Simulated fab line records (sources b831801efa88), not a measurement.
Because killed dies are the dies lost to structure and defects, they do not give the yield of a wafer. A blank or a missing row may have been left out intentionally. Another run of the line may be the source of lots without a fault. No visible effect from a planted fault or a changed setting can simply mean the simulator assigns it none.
One fault through the eyes of 2 desks + flow gf180mcu + each desk has only its own numbers; what lay behind them comes last

DESK OF THE TOOL OWNER: lithoTrack-01
At GF_POLY_GATE_SOFTBAKE_06 (time 60 s), the tool's own readings, given per lot that ran on this tool as the mean of the sampled wafers with a number. Marked OUT: a lot whose mean sits more than 4 standard deviations from the usual mean, which makes it out of limits; the brackets give that distance.
Columns: A = heaterPowerTotalW at GF_POLY_GATE_SOFTBAKE_06, usual 93.05 W; B = plateTempC at GF_POLY_GATE_SOFTBAKE_06, usual 129.98 C
| lot  | first seen here | A                        | B                        |
|------|-----------------|--------------------------|--------------------------|
| L637 | day 8 23:00     | 92.99                    | 130.13                   |
| L642 | day 10 05:00    | 93.05                    | 129.88                   |
| L646 | day 11 12:00    | 106.23 (+99 or more) OUT | 143.97 (+99 or more) OUT |
| L648 | day 12 01:00    | 106.20 (+99 or more) OUT | 143.91 (+99 or more) OUT |
| L659 | day 15 06:00    | 93.06                    | 129.98                   |
This desk's verdict: out of limits on L646, L648, starting with L646 at day 11 12:00 (heaterPowerTotalW at GF_POLY_GATE_SOFTBAKE_06). L637, L642, L659 stayed within limits.

METROLOGY DESK
What the gauges read, lot by lot, whatever tool the lot ran on: means of the sampled wafers that have a number. Marked OUT: a lot whose mean sits more than 4 standard deviations from the usual mean, which makes it out of limits; the brackets give that distance.
Columns: A = cdNm at GF_POLY_GATE_CD_MEAS_10, usual 280.0 nm; B = cdNm at GF_CONTACT_CD_MEAS_14, usual 220.1 nm; C = M2_ALCU_THK at GF_M2_THK_MEAS_06, usual 450 nm
| lot  | first seen here | A               | B     | C   |
|------|-----------------|-----------------|-------|-----|
| L637 | day 9 07:30     | 279.2           | 217.5 | 452 |
| L638 | day 9 12:58     | 278.7           | 220.8 | 450 |
| L639 | day 9 21:17     | 277.8           | 219.8 | 442 |
| L641 | day 10 12:35    | 280.1           | 218.6 | 456 |
| L642 | day 10 14:46    | 280.9           | 219.4 | 453 |
| L646 | day 11 22:13    | 227.5 (-48) OUT | -     | -   |
| L647 | day 12 03:10    | 279.3           | 221.8 | 445 |
| L648 | day 12 11:07    | 228.4 (-47) OUT | -     | -   |
| L652 | day 13 17:02    | 281.7           | 218.7 | 450 |
| L654 | day 14 05:05    | 278.4           | 220.4 | 449 |
| L656 | day 14 20:23    | 279.2           | 219.7 | 456 |
| L657 | day 15 04:23    | 279.7           | 219.0 | 452 |
| L659 | day 15 16:35    | 282.0           | 220.4 | 451 |
| L660 | day 16 02:14    | 279.5           | 220.2 | 453 |
This desk's verdict: out of limits on L646, L648, starting with L646 at day 11 22:13 (cdNm at GF_POLY_GATE_CD_MEAS_10). L637, L638, L639, L641, L642, L647, L652, L654, L656, L657, L659, L660 stayed within limits.

TAKEN TOGETHER
An alarm could have come from the tool owner's desk at day 11 12:00, on L646, L648.
The metrology desk could have raised an alarm at day 11 22:13, on L646, L648.
All the named lots went through GF_POLY_GATE_SOFTBAKE_06 on lithoTrack-01.

WHAT THE SIMULATOR HAD PUT IN
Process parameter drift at GF_POLY_GATE_SOFTBAKE_06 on lithoTrack-01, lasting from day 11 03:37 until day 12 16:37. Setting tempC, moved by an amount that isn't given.
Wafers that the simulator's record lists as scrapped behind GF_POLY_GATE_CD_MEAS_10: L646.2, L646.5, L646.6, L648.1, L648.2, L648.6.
Lots struck among those shown: L646, L648.
Counting hours from when the fault started, the first reading out of limits came at 8 for the tool owner's desk and at 19 for the metrology desk.
